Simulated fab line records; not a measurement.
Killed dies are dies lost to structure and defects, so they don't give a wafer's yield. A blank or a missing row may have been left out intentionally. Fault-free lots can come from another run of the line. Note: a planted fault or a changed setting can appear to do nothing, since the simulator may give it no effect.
What tool caused it?    flow gf180mcu    14 lots, 42 wafers sampled, at 5 steps of a route of 602

== WHAT EACH GAUGE READ, for each wafer ==
GF_HV_LDD_OVL_MEAS_20. Usual: HV_LDD_01_OVL typically reads -1.3 nm, with standard deviation 1.3.
lot   measured      on          HV_LDD_01_OVL (nm)  flag
L699  day 10 16:34  overlay-01  -4.3 -4.3 -3.6      
L700  day 10 21:34  overlay-01  -1.4 -2.0 -1.2      
L701  day 11 06:04  overlay-02  0.9 0.9 0.0         
L702  day 11 10:37  overlay-02  -1.1 -1.4 -1.5      
L703  day 11 20:16  overlay-01  -2.2 -1.8 -3.0      
L711  day 14 17:54  overlay-02  -1.5 -2.9 -4.0      
L713  day 15 13:36  overlay-02  -0.8 -0.2 -0.8      
L715  day 16 08:22  overlay-01  -1.0 -0.7 -1.6      
L717  day 16 18:07  overlay-01  -2.0 -1.9 -1.7      
L718  day 17 01:25  overlay-01  -2.7 -2.2 -2.1      
L719  day 17 03:16  overlay-01  -2.6 0.6 -1.6       
L720  day 17 12:39  overlay-01  -2.1 -2.8 -2.6      
L722  day 17 23:55  overlay-01  -1.0 -1.6 -2.5      
L721  day 18 01:10  overlay-02  -0.4 0.2 -1.0       

GF_HV_LDD_OVL_MEAS_32. Usual: HV_LDD_02_OVL typically reads -1.1 nm, with standard deviation 1.3.
lot   measured      on          HV_LDD_02_OVL (nm)  flag
L699  day 11 11:01  overlay-01  -0.4 0.2 -1.8       
L700  day 11 15:16  overlay-01  -1.9 -2.5 -2.3      
L701  day 12 00:21  overlay-02  -2.0 -1.4 1.4       
L702  day 12 05:07  overlay-02  0.2 -1.4 -1.8       
L703  day 12 15:34  overlay-01  -1.8 -1.2 -1.3      
L711  day 15 15:31  overlay-01  -3.1 -2.4 -1.4      
L713  day 16 12:58  overlay-02  -0.6 -1.0 0.2       
L715  day 17 07:00  overlay-02  -2.0 -2.5 -1.3      
L717  day 17 17:31  overlay-01  0.4 0.5 2.4         
L718  day 18 01:01  overlay-02  -1.9 -2.6 -1.8      
L719  day 18 02:07  overlay-02  -0.9 -0.5 -2.3      
L720  day 18 12:07  overlay-02  -0.9 0.3 0.0        
L722  day 18 22:36  overlay-02  -0.7 0.1 -0.1       
L721  day 19 01:10  overlay-01  -1.3 -2.1 -2.6      

GF_HV_LDD_TW_MEAS_50. Usual: HV_LDD_4_TW typically reads 570, with standard deviation 4.6.
lot   measured      on            HV_LDD_4_TW  flag
L699  day 12 06:04  filmMetro-02  566 567 567  
L700  day 12 11:37  filmMetro-03  561 560 562  
L701  day 12 21:21  filmMetro-02  569 570 566  
L702  day 13 01:24  filmMetro-02  574 575 570  
L703  day 13 12:00  filmMetro-04  573 572 576  
L711  day 16 14:38  filmMetro-04  558 555 555  OFF
L713  day 17 12:47  filmMetro-02  548 548 549  OFF
L715  day 18 06:41  filmMetro-04  574 577 573  
L717  day 18 17:35  filmMetro-03  571 567 562  
L718  day 19 01:49  filmMetro-03  568 571 566  
L719  day 19 02:51  filmMetro-04  574 576 577  
L720  day 19 13:31  filmMetro-02  574 572 573  
L722  day 19 23:50  filmMetro-02  575 574 572  
L721  day 20 03:04  filmMetro-03  572 570 569  

GF_NSD_OVL_MEAS_08. Usual: NSD_OVL typically reads -0.1 nm, with standard deviation 1.4.
lot   measured      on          NSD_OVL (nm)    flag
L699  day 13 04:13  overlay-01  0.7 2.2 1.4     
L700  day 13 09:40  overlay-01  -0.7 -0.3 -2.6  
L701  day 13 21:50  overlay-02  0.8 -0.2 0.4    
L702  day 14 02:03  overlay-01  -0.8 -1.1 -1.7  
L703  day 14 11:02  overlay-01  -1.2 -2.6 -1.0  
L711  day 17 15:31  overlay-01  0.5 -1.7 -1.1   
L713  day 18 14:42  overlay-02  -0.7 -0.4 0.2   
L715  day 19 08:16  overlay-01  0.0 0.8 -0.5    
L717  day 19 20:38  overlay-01  0.9 0.9 0.8     
L718  day 20 04:38  overlay-01  0.0 -0.9 -1.5   
L719  day 20 05:36  overlay-01  0.1 -0.8 0.8    
L720  day 20 16:25  overlay-01  -1.6 -1.6 -2.6  
L722  day 21 02:37  overlay-01  1.3 1.4 -0.4    
L721  day 21 06:43  overlay-01  -0.5 0.5 -2.4   

== EACH LOT AND THE TOOL THAT RAN IT (in order: tool; ch and the chambers of the sampled wafers; start) ==
lot   GF_HV_LDD_IMPLANT_48
L699  implanter-02 ch 0, day 12 05:50
L700  implanter-04 ch 0, day 12 11:22
L701  implanter-04 ch 0, day 12 21:06
L702  implanter-04 ch 0, day 13 01:09
L703  implanter-04 ch 0, day 13 11:46
L711  implanter-02 ch 0, day 16 14:23
L713  implanter-02 ch 0, day 17 12:32
L715  implanter-04 ch 0, day 18 06:26
L717  implanter-04 ch 0, day 18 17:22
L718  implanter-04 ch 0, day 19 01:36
L719  implanter-03 ch 0, day 19 02:36
L720  implanter-03 ch 0, day 19 13:16
L722  implanter-03 ch 0, day 19 23:37
L721  implanter-02 ch 0, day 20 02:50
- GF_HV_LDD_IMPLANT_48

== WHAT THE TOOLS THEMSELVES READ (means of the sampled wafers that have a number; where no wafer has one, the mark that the record gives instead) ==
GF_HV_LDD_IMPLANT_48. Usual: doseIonsCm2 3e+13, standard deviation 3.3e+10; faradayCurrentUA 169, standard deviation 3.3.
lot   tool          doseIonsCm2  faradayCurrentUA  flag
L699  implanter-02  3e+13        168               
L700  implanter-04  3e+13        170               
L701  implanter-04  3e+13        167               
L702  implanter-04  3e+13        167               
L703  implanter-04  3e+13        167               
L711  implanter-02  3e+13        150               OFF
L713  implanter-02  3e+13        152               OFF
L715  implanter-04  3e+13        170               
L717  implanter-04  3e+13        169               
L718  implanter-04  3e+13        167               
L719  implanter-03  3e+13        169               
L720  implanter-03  3e+13        170               
L722  implanter-03  3e+13        167               
L721  implanter-02  3e+13        169               

== THE ANSWER, worked out from the rows above alone ==
Rule: a lot is off if the mean of its wafers that have a number lies more than 3 standard deviations from the usual mean. A lot without any number at a reading at which 4 lots or more have one is off too. All remaining lots with rows at the step are treated as sound. The gauges are gone through in route order, then the tools' own readings, and for those a lot's mean is taken as printed above. At the first step where some lot is off, the reading lying furthest off is the one used; lots without a number count as furthest.
Off: L711, L713, at GF_HV_LDD_TW_MEAS_50 (HV_LDD_4_TW).
A tool fits if, at a process step before that reading, it ran every lot that is off, and no sound lot after the first of them. The gauges at GF_HV_LDD_TW_MEAS_50 aren't tried: what is off there is off at GF_HV_LDD_IMPLANT_48 too, on other tools, and a gauge's error can't cause that. Not one of the candidates tried fits.

== WHAT THE SIMULATOR PUT IN ==
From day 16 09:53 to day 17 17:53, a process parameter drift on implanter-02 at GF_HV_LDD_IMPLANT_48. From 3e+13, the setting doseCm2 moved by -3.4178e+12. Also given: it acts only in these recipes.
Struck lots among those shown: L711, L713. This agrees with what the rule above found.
